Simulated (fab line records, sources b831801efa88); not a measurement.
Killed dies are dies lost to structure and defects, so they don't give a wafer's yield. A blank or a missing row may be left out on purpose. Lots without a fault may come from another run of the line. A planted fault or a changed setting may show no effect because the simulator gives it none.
A struck lot beside a sound one | flow sky130 | 17 steps out of a route of 708
Sound: wafers L823.2, L823.3, L823.6. Struck: wafer L831.6. (L831.3, L831.4 of the same lot were not struck and are left out.) The cause comes at the end.
At each step with rows: each side's tool, then ch and its chambers, then its first start. Under that, the readings that differ: sound wafers | struck wafers | difference of the means | sigmas: that difference in standard deviations of wafers without a fault.
alike: readings whose means differ by less than 2 such deviations, and words and numbers that are the same on both sides. not compared: withheld readings, readings that some wafer has no value for, bounds like >300 that may hide the same value, and numbers for which the record gives no deviation and whose values overlap.
The two part at a step that has a row with sigmas, a row that says differs or no value, or rows on one side only. Numbers that don't overlap but have no deviation are shown without sigmas and don't part them. A reading that every wafer of one side lacks parts them only if that side has two wafers or more.

first, 2 steps without rows for these wafers: SKY_LOCAL_INTERCONNECT_PEB_09; SKY_LOCAL_INTERCONNECT_DEVELOP_10 (develop time 60 s).
SKY_LOCAL_INTERCONNECT_CD_MEAS_11: target cd 170 nm.
  sound on cd_sem-02, day 30 19:52; struck on cd_sem-01, day 33 08:55
  alike: cd_nm
SKY_LOCAL_INTERCONNECT_OVL_MEAS_12:
  sound on overlay-02, day 30 19:58; struck on overlay-02, day 33 09:01
  alike: LOCAL_INTERCONNECT_OVL
SKY_LOCAL_INTERCONNECT_ETCH_13: etches BARC in N2/H2, stops on SiO2, time 45.9 s, target depth 60 nm.
  sound on rie_metal-02 ch 0,1, day 30 19:59; struck on rie_metal-02 ch 0, day 33 09:03
  alike: drypump_motor_current_A, oes_product_au, throttle_valve_pct
  not compared: rf_hours_counter_h
SKY_LOCAL_INTERCONNECT_METAL_ETCH_14: etches TiN in Cl2/BCl3, stops on PSG, target depth 110 nm, time 31.4 s.
  sound on rie_metal-02 ch 0,1, day 30 20:04; struck on rie_metal-02 ch 0, day 33 09:07
  alike: drypump_motor_current_A, oes_product_au, throttle_valve_pct
  not compared: rf_hours_counter_h
SKY_LOCAL_INTERCONNECT_STRIP_15: strips in O2/N2.
  sound on plasma_asher-04 ch 0,1, day 30 20:07; struck on plasma_asher-02 ch 0, day 33 09:11
  reading                      | sound             | struck | difference | sigmas
  oes_product_au (a.u.)        | 0.429 0.430 0.429 | 0.419  | -0.010     | -2
  strip_time_to_endpoint_s (s) | 4.718 4.764 4.747 | 4.699  | -0.044     | -2
  alike: drypump_motor_current_A
  not compared: rf_hours_counter_h
then, 3 steps without rows for these wafers: SKY_LOCAL_INTERCONNECT_STRIP_16 (strips in post etch residue remover, time 1200 s); SKY_LOCAL_INTERCONNECT_CLEAN_17 (cleans in IPA, time 180 s); SKY_LOCAL_INTERCONNECT_CLEAN_18 (cleans in O3/DIW).
SKY_CONTACT_CVD_00: deposits Si3N4, target thk 75 nm.
  sound on pecvd-04 ch 0,2, day 30 20:42; struck on pecvd-03 ch 0, day 33 09:44
  alike: heater_power_w, susceptor_temp_C
SKY_CONTACT_THK_MEAS_01:
  sound on film_metro-02, day 30 20:44; struck on film_metro-04, day 33 09:48
  alike: CONTACT_CVD_00_THK
SKY_CONTACT_HDPCVD_02: deposits SiO2, target thk 565 nm, time 94.2 s.
  sound on hdpcvd-02 ch 0,1, day 30 20:47; struck on hdpcvd-02 ch 1, day 33 09:50
  reading                                     | sound             | struck | difference | sigmas
  run_length_s (s)                            | 122.4 121.2 121.5 | 111.1  | -10.6      | -19
  model.SiO2_of_CONTACT_HDPCVD_02.thk_nm (nm) | 573.6 568.3 566.3 | 508.7  | -60.7      |
  alike: sih4_flow_sccm
  not compared: susceptor_temp_C
SKY_CONTACT_THK_MEAS_03:
  sound on film_metro-04, day 30 20:52; struck on film_metro-01, day 33 09:56
  reading                 | sound       | struck | difference | sigmas
  CONTACT_HDPCVD_THK (nm) | 574 568 566 | 509    | -60        | -8
SKY_CONTACT_CMP_04: polishes SiO2.
  sound on cmp-01 ch 0,1, day 30 20:55; struck on cmp-02 ch 1, day 33 10:01
  reading                | sound    | struck | difference | sigmas
  time_to_endpoint_s (s) | 88 84 85 | 61     | -25        | -6
  alike: edge_zone_pressure_frac, motor_current_A, retaining_ring_pressure_frac
SKY_CONTACT_BOW_MEAS_05:
  sound on film_metro-02, day 30 21:14; struck on film_metro-04, day 33 10:19
  alike: CONTACT_BOW
-- the record jumps here: 15 days lie between the struck wafers' starts before and after (it left off in module CONTACT and takes up again in module PAD_OPEN, whose first step shown is number 708 of the route) --
SKY_PAD_OPEN_PROBE_99:
  sound on prober-02, day 46 09:04; struck on prober-02, day 48 01:46
  alike: killed_at_M0_to_M3, killed_at_M4_up, killed_at_contacts, killed_at_front_end, killed_at_other, killed_dies, killed_open, killed_short

WHERE THEY PART
First at SKY_LOCAL_INTERCONNECT_STRIP_15; last, within this record, at SKY_CONTACT_CMP_04. Later steps at which nothing parts them and some readings are alike: SKY_CONTACT_BOW_MEAS_05, SKY_PAD_OPEN_PROBE_99.

WHY: what the simulator had put in
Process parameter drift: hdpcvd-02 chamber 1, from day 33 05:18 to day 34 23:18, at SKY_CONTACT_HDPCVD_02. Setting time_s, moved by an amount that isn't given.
